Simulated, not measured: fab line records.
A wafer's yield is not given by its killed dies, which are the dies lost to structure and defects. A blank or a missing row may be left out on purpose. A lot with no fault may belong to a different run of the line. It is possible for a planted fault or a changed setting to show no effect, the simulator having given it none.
A struck lot beside a sound one || flow sky130 || 18 out of 708 route steps
Sound: these wafers, L969.2, L969.3, L969.5. Struck: wafer L983.2 (left out: L983.1, L983.3 of the same lot, which were not struck); the cause appears at the end.
Order at every step that has rows: each side's tool, ch and its chambers, its first start. Under that, the readings that differ: sound wafers || struck wafers || difference of the means || sigmas: that difference in standard deviations of wafers without a fault.
alike: readings whose means differ by less than 2 such deviations, and words and numbers that are the same on both sides. not compared: withheld readings, readings that some wafer has no value for, bounds like >300 that may hide the same value, and numbers for which the record gives no deviation and whose values overlap.
Wherever a step has rows on one side only, a row that says differs or no value, or a row with sigmas, the two part there. When numbers do not overlap yet have no deviation, they are printed without sigmas and do not part them. A reading missing from all wafers of one side parts the sides only when that side holds two or more wafers.

first, 3 steps without rows for these wafers: SKY_VIA1_EXPOSE_09 (exposes mask VIM, target cd 150 nm); SKY_VIA1_PEB_10; SKY_VIA1_DEVELOP_11 (develop time 60 s).
SKY_VIA1_CD_MEAS_12: target cd 150 nm.
  sound: cd-sem-02 at day 35 11:12; struck: cd-sem-01 at day 39 16:43
  alike: cd-nm
SKY_VIA1_OVL_MEAS_13:
  sound: overlay-01 at day 35 11:19; struck: overlay-02 at day 39 16:50
  alike: VIA1_OVL
SKY_VIA1_ETCH_14: etches BARC in N2/H2, stops on SiO2, time 45.9 s, target depth 60 nm.
  sound on rie-diel-04 ch 1,2,3, day 35 11:20; struck on rie-diel-03 ch 3, day 39 16:52
  alike: drypump-motor-current-A, n2-flow-sccm, oes-product-au, rf-fwd-power-W, throttle-valve-pct
  not compared: rf-hours-counter-h
SKY_VIA1_ETCH_15: etches SiO2 in C4F8/O2/Ar, stops on TiN, target depth 351 nm, time 54 s.
  sound on rie-diel-04 ch 1,2,3, day 35 11:23; struck on rie-diel-03 ch 3, day 39 16:55
  alike: oes-product-au, rf-fwd-power-W
  not compared: rf-hours-counter-h
SKY_VIA1_STRIP_16: strips in O2/N2.
  sound on plasma-asher-01 ch 0,1, day 35 11:26; struck on plasma-asher-02 ch 0, day 39 16:57
{"reading": "drypump-motor-current-A (A)", "sound": "6.7 6.7 5.8", "struck": 5.3, "difference": -1.1, "sigmas": -2}
{"reading": "strip-time-to-endpoint-s (s)", "sound": "4.531 4.477 4.477", "struck": 4.457, "difference": -0.038, "sigmas": -2}
  alike: n2-flow-sccm, oes-product-au
  not compared: rf-hours-counter-h
then, 3 steps without rows for these wafers: SKY_VIA1_STRIP_17 (strips in post etch residue remover, time 1200 s); SKY_VIA1_CLEAN_18 (cleans in IPA, time 180 s); SKY_VIA1_CLEAN_19 (cleans in O3/DIW).
SKY_VIA1_SPUTTER_20: material TiN, target thk 20 nm, time 80 s.
  sound: pvd-sputter-01 at day 35 12:30; struck: pvd-sputter-02 at day 39 17:33
  alike: throttle-valve-pct
SKY_VIA1_CVD_21: deposits W, target thk 270 nm, time 80.902 s.
  sound on cvd-w-01 ch 0,1, day 35 12:34; struck on cvd-w-02 ch 1, day 39 17:37
{"reading": "model.W_of_VIA1_CVD_21.thk-nm (nm)", "sound": "268.2 274.6 273.3", "struck": 346.3, "difference": "+74.3", "sigmas": ""}
  alike: heater-power-w, susceptor-temp-C
SKY_VIA1_RS_MEAS_22: the measuring method here is four-point-probe.
  sound: film-metro-03 at day 35 12:41; struck: film-metro-02 at day 39 17:59
{"reading": "VIA1_W_RS (ohm/sq)", "sound": "0.429 0.418 0.421", "struck": 0.331, "difference": -0.092, "sigmas": -18}
  not compared: hold
SKY_VIA1_THK_MEAS_23: measures by xrf.
  sound: film-metro-03 at day 35 12:47; struck: film-metro-02 at day 39 20:43
{"reading": "VIA1_W_THK (nm)", "sound": "270 278 276", "struck": 351, "difference": "+76", "sigmas": "+19"}
  not compared: hold
SKY_VIA1_CMP_24: polishes, stops on SiO2, t overpolish 15 s, target thk 0 nm.
  sound on cmp-01 ch 1,3, day 35 12:50; struck on cmp-02 ch 0, day 39 23:23
{"reading": "hold", "sound": "- - -", "struck": "await-dispo/2.3h/release", "difference": "no value on the sound wafers", "sigmas": ""}
{"reading": "time-to-endpoint-s (s)", "sound": "59.8 58.6 57.6", "struck": 84.2, "difference": "+25.5", "sigmas": "+9"}
  alike: motor-current-A
SKY_METAL2_SPUTTER_00: material Ti, target thk 15 nm, time 10 s.
  sound: pvd-sputter-03 at day 35 13:08; struck: pvd-sputter-01 at day 39 23:41
  alike: throttle-valve-pct
-- the record jumps here: 10 days lie between the struck wafers' starts before and after (it left off in module METAL2 and takes up again in module PAD_OPEN, whose first step shown is number 708 of the route) --
SKY_PAD_OPEN_PROBE_99:
  rows exist in the record for the struck wafers here (prober-02, day 50 03:32), but not for the sound ones

== WHERE THEY PART ==
Last at SKY_PAD_OPEN_PROBE_99 as far as this record goes, first at SKY_VIA1_STRIP_16.

WHY: whatever the simulator had introduced
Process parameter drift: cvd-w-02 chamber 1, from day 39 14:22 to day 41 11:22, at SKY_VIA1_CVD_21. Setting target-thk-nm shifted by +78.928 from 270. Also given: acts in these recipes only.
